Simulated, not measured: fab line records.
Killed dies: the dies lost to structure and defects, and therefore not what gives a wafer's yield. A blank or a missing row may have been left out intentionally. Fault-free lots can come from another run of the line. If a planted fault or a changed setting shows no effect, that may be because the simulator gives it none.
Which of the tools did it? | flow sky130 | 12 lots, 36 wafers sampled, at 1 step of a route of 708

== WHAT THE GAUGES READ, wafer by wafer ==
SKY_FIELD_ISO_THK_MEAS_02.
lot  | measured    | on            | FIELD_ISO_OXIDATION_00_THK (nm)
L075 | day 1 18:37 | film_metro-01 | 12.28 12.27 12.24
L077 | day 2 03:59 | film_metro-01 | 11.87 12.02 12.02
L079 | day 2 12:38 | film_metro-01 | 11.91 11.93 11.88
L081 | day 2 22:38 | film_metro-01 | 12.19 11.92 12.14
L083 | day 3 08:51 | film_metro-01 | 11.82 12.02 12.01
L085 | day 3 18:52 | film_metro-04 | 11.88 11.93 11.71
L087 | day 4 06:08 | film_metro-01 | 12.26 12.13 12.31
L089 | day 4 14:38 | film_metro-04 | 12.29 12.11 12.16
L091 | day 5 02:01 | film_metro-02 | 12.04 11.99 12.21
L093 | day 5 13:29 | film_metro-01 | 11.70 12.03 12.03
L095 | day 5 20:58 | film_metro-04 | 11.90 11.83 11.96
L097 | day 6 06:38 | film_metro-04 | 11.90 11.79 11.66

== TOOL THAT RAN EACH LOT (tool first, then ch and the chambers of the sampled wafers, then the start) ==
No process step before these readings appears in the record.

== THE ANSWER, worked out from the rows above alone ==
Rule: the usual values come from the lots themselves. Put in order of their means at a reading, lots are off if they are a third of the lots or fewer, leave a main group of 4 or more, and stand apart from it by a gap of 3 or more times the standard deviation of the main group's means; of several such gaps the widest counts. If all means in a main group match to the digits the tables above print for the reading, that group is not used. A lot without any number at a reading at which 4 lots or more have one is off too. Where the step has rows for the other lots, those lots are counted as sound.
Nothing can be told from this: no lot is off at any reading shown.

== WHAT THE SIMULATOR HAD PUT IN ==
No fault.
